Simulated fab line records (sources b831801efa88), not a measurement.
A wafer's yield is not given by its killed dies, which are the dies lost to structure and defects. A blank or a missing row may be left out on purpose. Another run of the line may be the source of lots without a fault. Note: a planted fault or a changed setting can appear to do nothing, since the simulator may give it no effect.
fab line records | flow sky130
record lots=13 | wafers=39 | lastDay=49
route steps=708 shown POLY_GATE@227 LDD_HVN@274 LDD_LDN@297
lots untouched by any fault: they come from a run of this same line in which no faults occurred
startH: start of the lot's first displayed wafer, in hours after the record's first day | waitH: hours elapsed since this lot's preceding step | " as in the row above | L1.1+2: several wafers, shown together as one row | - no value, or no start given | * or withheld: withheld | < > ~ a bound
route shown NAME@n: names a module that has steps shown in the file, with the first one's number in the route | usual: mean/standard deviation taken from wafers without a fault | same: alike in all rows | chamber/n: place in a boat | sites: the reading at each site | _std_site: standard deviation across them | _edge_site: outer sites' mean less inner sites' | radiusMm: for every site, how far away it sits from the centre of the wafer | mask NAME#n: copy n | behind: the tool/chamber that last shaped the wafer | hold: the reason the lot was held/the length of the hold in hours/how it ended | device: names the non-switching transistor (n, p or np) | end of line: tests of these same wafers at the route's end | where a step has no rows: the recipe by itself | killed: dies that structure and defects cost at the first sort, which is not the same as the wafer's yield | map: shows each die of a wafer: x if killed, . if not, _ if none is there
set.NAME: the setting the step ran with; set.NAME@STEP: the setting that earlier step ran with | model.NAME: the simulator's own value behind a step, which no gauge read
a sample of lots followed through the steps of the route, with each step as a table and each wafer as a row
services: from which hour (startH, from the record's first day; less than 0 if before it) a tool's chamber was out of use, for how many hours, and why
## steps
# step SKY_POLY_GATE_CD_MEAS_13
# recipe targetCdNm=150
# usual cdNm=149.8/1.6
lot.wafer | tool     | chamber | startH | waitH | cdNm
L448.2    | cdSem-02 | -       | 376.22 | -     | 148.5
L448.4    | "        | -       | "      | "     | 148.7
L448.5    | "        | -       | "      | "     | 150.1
L449.2    | cdSem-01 | -       | 380.47 | -     | 149.5
L449.5    | "        | -       | "      | "     | 148.2
L449.6    | "        | -       | "      | "     | 148.8
L450.1    | cdSem-01 | -       | 388.93 | -     | 149.9
L450.4    | "        | -       | "      | "     | 149.8
L450.5    | "        | -       | "      | "     | 149.0
L451.2    | cdSem-02 | -       | 400.90 | -     | 154.7
L451.3    | "        | -       | "      | "     | 153.3
L451.6    | "        | -       | "      | "     | 155.0
L453.3    | cdSem-02 | -       | 432.59 | -     | 150.0
L453.4    | "        | -       | "      | "     | 150.0
L453.5    | "        | -       | "      | "     | 149.5
L454.1    | cdSem-01 | -       | 432.65 | -     | 151.1
L454.2    | "        | -       | "      | "     | 152.3
L454.5    | "        | -       | "      | "     | 151.0
L455.2    | cdSem-02 | -       | 442.77 | -     | 149.0
L455.3    | "        | -       | "      | "     | 150.4
L455.6    | "        | -       | "      | "     | 149.5
L456.1    | cdSem-01 | -       | 448.73 | -     | 152.1
L456.3    | "        | -       | "      | "     | 150.5
L456.5    | "        | -       | "      | "     | 152.0
L459.2    | cdSem-02 | -       | 472.10 | -     | 150.6
L459.3    | "        | -       | "      | "     | 149.4
L459.6    | "        | -       | "      | "     | 151.2
L462.2    | cdSem-02 | -       | 499.25 | -     | 148.3
L462.5    | "        | -       | "      | "     | 150.4
L462.6    | "        | -       | "      | "     | 148.1
L464.4    | cdSem-02 | -       | 509.79 | -     | 147.8
L464.5    | "        | -       | "      | "     | 149.1
L464.6    | "        | -       | "      | "     | 149.7
L465.1    | cdSem-02 | -       | 515.33 | -     | 147.6
L465.4    | "        | -       | "      | "     | 149.4
L465.5    | "        | -       | "      | "     | 148.3
L466.1    | cdSem-02 | -       | 530.64 | -     | 149.7
L466.5    | "        | -       | "      | "     | 149.0
L466.6    | "        | -       | "      | "     | 148.2
# step SKY_POLY_GATE_OVL_MEAS_14
# usual POLY_GATE_OVL=2/4.7
lot.wafer | tool       | chamber | startH | waitH | POLY_GATE_OVL[nm]
L448.2    | overlay-02 | -       | 376.32 | 0.1   | 2
L448.4    | "          | -       | "      | "     | 1
L448.5    | "          | -       | "      | "     | -4
L449.2    | overlay-02 | -       | 380.57 | 0.1   | 8
L449.5    | "          | -       | "      | "     | 10
L449.6    | "          | -       | "      | "     | 4
L450.1    | overlay-02 | -       | 389.05 | 0.1   | 4
L450.4    | "          | -       | "      | "     | -2
L450.5    | "          | -       | "      | "     | 7
L451.2    | overlay-02 | -       | 401.01 | 0.1   | 1
L451.3    | "          | -       | "      | "     | 2
L451.6    | "          | -       | "      | "     | 0
L453.3    | overlay-01 | -       | 432.68 | 0.1   | -4
L453.4    | "          | -       | "      | "     | 2
L453.5    | "          | -       | "      | "     | -4
L454.1    | overlay-01 | -       | 432.77 | 0.1   | 7
L454.2    | "          | -       | "      | "     | 0
L454.5    | "          | -       | "      | "     | 3
L455.2    | overlay-01 | -       | 442.87 | 0.1   | 5
L455.3    | "          | -       | "      | "     | 3
L455.6    | "          | -       | "      | "     | 3
L456.1    | overlay-01 | -       | 448.85 | 0.1   | 6
L456.3    | "          | -       | "      | "     | -1
L456.5    | "          | -       | "      | "     | 10
L459.2    | overlay-02 | -       | 472.21 | 0.1   | -7
L459.3    | "          | -       | "      | "     | -4
L459.6    | "          | -       | "      | "     | 0
L462.2    | overlay-01 | -       | 499.36 | 0.1   | -3
L462.5    | "          | -       | "      | "     | -4
L462.6    | "          | -       | "      | "     | -2
L464.4    | overlay-02 | -       | 509.87 | 0.1   | 0
L464.5    | "          | -       | "      | "     | -2
L464.6    | "          | -       | "      | "     | 5
L465.1    | overlay-01 | -       | 515.45 | 0.1   | 4
L465.4    | "          | -       | "      | "     | -4
L465.5    | "          | -       | "      | "     | 1
L466.1    | overlay-01 | -       | 530.76 | 0.1   | 6
L466.5    | "          | -       | "      | "     | 8
L466.6    | "          | -       | "      | "     | 7
# step SKY_LDD_HVN_OVL_MEAS_07
# usual LDD_HVN_OVL=0.0/1.5
lot.wafer | tool       | chamber | startH | waitH | LDD_HVN_OVL[nm]
L448.2    | overlay-02 | -       | 471.09 | 0.1   | 2.8
L448.4    | "          | -       | "      | "     | -0.4
L448.5    | "          | -       | "      | "     | 2.9
L449.2    | overlay-02 | -       | 475.45 | 0.1   | -0.9
L449.5    | "          | -       | "      | "     | 0.6
L449.6    | "          | -       | "      | "     | 0.2
L450.1    | overlay-02 | -       | 488.78 | 0.1   | 0.2
L450.4    | "          | -       | "      | "     | -1.5
L450.5    | "          | -       | "      | "     | -0.8
L451.2    | overlay-02 | -       | 497.85 | 0.1   | -2.1
L451.3    | "          | -       | "      | "     | -1.9
L451.6    | "          | -       | "      | "     | 1.0
L453.3    | overlay-02 | -       | 528.44 | 0.1   | -3.1
L453.4    | "          | -       | "      | "     | -1.1
L453.5    | "          | -       | "      | "     | 1.3
L454.1    | overlay-01 | -       | 530.50 | 0.1   | 0.6
L454.2    | "          | -       | "      | "     | 0.1
L454.5    | "          | -       | "      | "     | 1.1
L455.2    | overlay-02 | -       | 538.04 | 0.1   | -1.4
L455.3    | "          | -       | "      | "     | -1.1
L455.6    | "          | -       | "      | "     | -1.1
L456.1    | overlay-01 | -       | 544.68 | 0.1   | -0.4
L456.3    | "          | -       | "      | "     | 0.3
L456.5    | "          | -       | "      | "     | 0.7
L459.2    | overlay-01 | -       | 566.55 | 0.1   | 1.0
L459.3    | "          | -       | "      | "     | 1.8
L459.6    | "          | -       | "      | "     | 1.8
L462.2    | overlay-02 | -       | 594.20 | 0.1   | -1.0
L462.5    | "          | -       | "      | "     | -1.0
L462.6    | "          | -       | "      | "     | 0.9
L464.4    | overlay-02 | -       | 602.26 | 0.1   | 3.1
L464.5    | "          | -       | "      | "     | 1.1
L464.6    | "          | -       | "      | "     | 1.3
L465.1    | overlay-02 | -       | 608.19 | 0.1   | 0.0
L465.4    | "          | -       | "      | "     | 0.7
L465.5    | "          | -       | "      | "     | 1.5
L466.1    | overlay-02 | -       | 623.24 | 0.1   | -1.3
L466.5    | "          | -       | "      | "     | -0.8
L466.6    | "          | -       | "      | "     | -1.1
# step SKY_LDD_LDN_IMPLANT_08
# recipe species=As | energyKev=15 | doseCm2=1.25e+13 | tiltDeg=withheld | rotationDeg=23
# usual beamEnergyKeV=15.001/0.005
lot.wafer | tool         | chamber | startH | waitH | beamEnergyKeV
L448.2    | implanter-01 | 0       | 533.56 | 0.0   | 15.004
L448.4    | "            | 0       | "      | "     | 15.009
L448.5    | "            | 0       | "      | "     | 15.003
L449.2    | implanter-02 | 0       | 536.26 | 0.0   | 15.002
L449.5    | "            | 0       | "      | "     | 14.999
L449.6    | "            | 0       | "      | "     | 14.999
L450.1    | implanter-02 | 0       | 550.08 | 0.0   | 15.003
L450.4    | "            | 0       | "      | "     | 14.998
L450.5    | "            | 0       | "      | "     | 15.003
L451.2    | implanter-02 | 0       | 559.61 | 0.0   | 14.998
L451.3    | "            | 0       | "      | "     | 14.995
L451.6    | "            | 0       | "      | "     | 15.003
L453.3    | implanter-02 | 0       | 588.83 | 0.1   | 14.995
L453.4    | "            | 0       | "      | "     | 15.003
L453.5    | "            | 0       | "      | "     | 15.006
L454.1    | implanter-01 | 0       | 591.23 | 0.0   | 14.990
L454.2    | "            | 0       | "      | "     | 14.991
L454.5    | "            | 0       | "      | "     | 14.998
L455.2    | implanter-04 | 0       | 597.96 | 0.0   | 15.004
L455.3    | "            | 0       | "      | "     | 15.000
L455.6    | "            | 0       | "      | "     | 14.997
L456.1    | implanter-01 | 0       | 604.68 | 0.0   | 15.001
L456.3    | "            | 0       | "      | "     | 14.998
L456.5    | "            | 0       | "      | "     | 15.000
L459.2    | implanter-04 | 0       | 625.41 | 0.0   | 14.999
L459.3    | "            | 0       | "      | "     | 15.002
L459.6    | "            | 0       | "      | "     | 14.996
L462.2    | implanter-01 | 0       | 652.86 | 0.0   | 15.003
L462.5    | "            | 0       | "      | "     | 15.003
L462.6    | "            | 0       | "      | "     | 14.995
L464.4    | implanter-01 | 0       | 658.81 | 0.1   | 21.491
L464.5    | "            | 0       | "      | "     | 21.488
L464.6    | "            | 0       | "      | "     | 21.486
L465.1    | implanter-01 | 0       | 666.38 | 0.0   | 21.487
L465.4    | "            | 0       | "      | "     | 21.487
L465.5    | "            | 0       | "      | "     | 21.487
L466.1    | implanter-04 | 0       | 680.73 | 0.0   | 15.007
L466.5    | "            | 0       | "      | "     | 15.000
L466.6    | "            | 0       | "      | "     | 15.007
# step SKY_LDD_LDN_TW_MEAS_13
# usual LDD_LDN_TW=1460/11
lot.wafer | tool         | chamber | startH | waitH | hold                    | LDD_LDN_TW
L448.2    | filmMetro-04 | -       | 534.24 | 0.1   | -                       | 1457
L448.4    | "            | -       | "      | "     | -                       | 1464
L448.5    | "            | -       | "      | "     | -                       | 1462
L449.2    | filmMetro-02 | -       | 536.94 | 0.1   | -                       | 1485
L449.5    | "            | -       | "      | "     | -                       | 1482
L449.6    | "            | -       | "      | "     | -                       | 1490
L450.1    | filmMetro-04 | -       | 550.78 | 0.1   | -                       | 1460
L450.4    | "            | -       | "      | "     | -                       | 1468
L450.5    | "            | -       | "      | "     | -                       | 1461
L451.2    | filmMetro-04 | -       | 560.29 | 0.1   | -                       | 1454
L451.3    | "            | -       | "      | "     | -                       | 1447
L451.6    | "            | -       | "      | "     | -                       | 1456
L453.3    | filmMetro-04 | -       | 589.50 | 0.1   | -                       | 1461
L453.4    | "            | -       | "      | "     | -                       | 1458
L453.5    | "            | -       | "      | "     | -                       | 1450
L454.1    | filmMetro-03 | -       | 591.93 | 0.1   | -                       | 1445
L454.2    | "            | -       | "      | "     | -                       | 1442
L454.5    | "            | -       | "      | "     | -                       | 1445
L455.2    | filmMetro-04 | -       | 598.64 | 0.1   | -                       | 1463
L455.3    | "            | -       | "      | "     | -                       | 1464
L455.6    | "            | -       | "      | "     | -                       | 1463
L456.1    | filmMetro-02 | -       | 605.38 | 0.1   | -                       | 1478
L456.3    | "            | -       | "      | "     | -                       | 1474
L456.5    | "            | -       | "      | "     | -                       | 1480
L459.2    | filmMetro-03 | -       | 626.09 | 0.1   | -                       | 1450
L459.3    | "            | -       | "      | "     | -                       | 1445
L459.6    | "            | -       | "      | "     | -                       | 1444
L462.2    | filmMetro-03 | -       | 653.54 | 0.1   | -                       | 1451
L462.5    | "            | -       | "      | "     | -                       | 1459
L462.6    | "            | -       | "      | "     | -                       | 1461
L464.4    | filmMetro-04 | -       | 659.49 | 0.1   | awaitDispo/0.2h/release | 1499
L464.5    | "            | -       | "      | "     | awaitDispo/0.2h/release | 1507
L464.6    | "            | -       | "      | "     | awaitDispo/0.2h/release | 1507
L464.4    | filmMetro-04 | -       | 659.81 | 0.3   | -                       | 1498
L464.5    | "            | -       | "      | "     | -                       | 1506
L464.6    | "            | -       | "      | "     | -                       | 1500
L465.1    | filmMetro-04 | -       | 667.08 | 0.1   | awaitDispo/0.2h/release | 1502
L465.4    | "            | -       | "      | "     | awaitDispo/0.2h/release | 1507
L465.5    | "            | -       | "      | "     | awaitDispo/0.2h/release | 1497
L465.1    | filmMetro-04 | -       | 667.31 | 0.2   | -                       | 1503
L465.4    | "            | -       | "      | "     | -                       | 1510
L465.5    | "            | -       | "      | "     | -                       | 1508
L466.1    | filmMetro-04 | -       | 681.43 | 0.1   | -                       | 1466
L466.5    | "            | -       | "      | "     | -                       | 1466
L466.6    | "            | -       | "      | "     | -                       | 1465
## services
tool         | chamber | startH | hours | kind
implanter-02 | -       | 596.53 | 2.1   | repair
implanter-04 | -       | 599.74 | 2.7   | repair
implanter-02 | -       | 601.94 | 4.2   | repair
implanter-02 | -       | 607.62 | 4.8   | pm
implanter-04 | -       | 619.45 | 4.4   | repair
implanter-01 | -       | 628.38 | 5.6   | repair
implanter-04 | -       | 629.04 | 5.5   | pm
implanter-01 | -       | 634.01 | 11.8  | pm
implanter-04 | -       | 639.87 | 1.7   | repair
implanter-04 | -       | 640.79 | 8.7   | repair
implanter-04 | -       | 666.18 | 3.7   | repair
## key
firstSign step=SKY_LDD_LDN_IMPLANT_08 | reading=beamEnergyKeV | direction=up | sigmas=99+ | usual=* | struck=*
effect step=SKY_LDD_LDN_TW_MEAS_13 | reading=visit | direction=added
metAt SKY_LDD_LDN_IMPLANT_08
struckLots L464,L465
testerLeftOut L464,L465
notActingAt SKY_POLY_GATE_CD_MEAS_13,SKY_POLY_GATE_OVL_MEAS_14,SKY_LDD_HVN_OVL_MEAS_07
onsetBetween 652.86 658.81
fault kind=processParameterDrift | tool=implanter-01 | chamber=- | onsetH=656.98 | steps=SKY_LDD_LDN_IMPLANT_08 | channel=energyKev | offset=* | shape=step | endH=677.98 | actsIn=* | stated=*
# testerLeftOut: of these lots the tester's yield and bins aren't shown, on N5 and GAA mostly nor the transistor test; their killed dies are dies lost to structure and defects alone, not to doping, threshold or leakage, so they don't give the yield
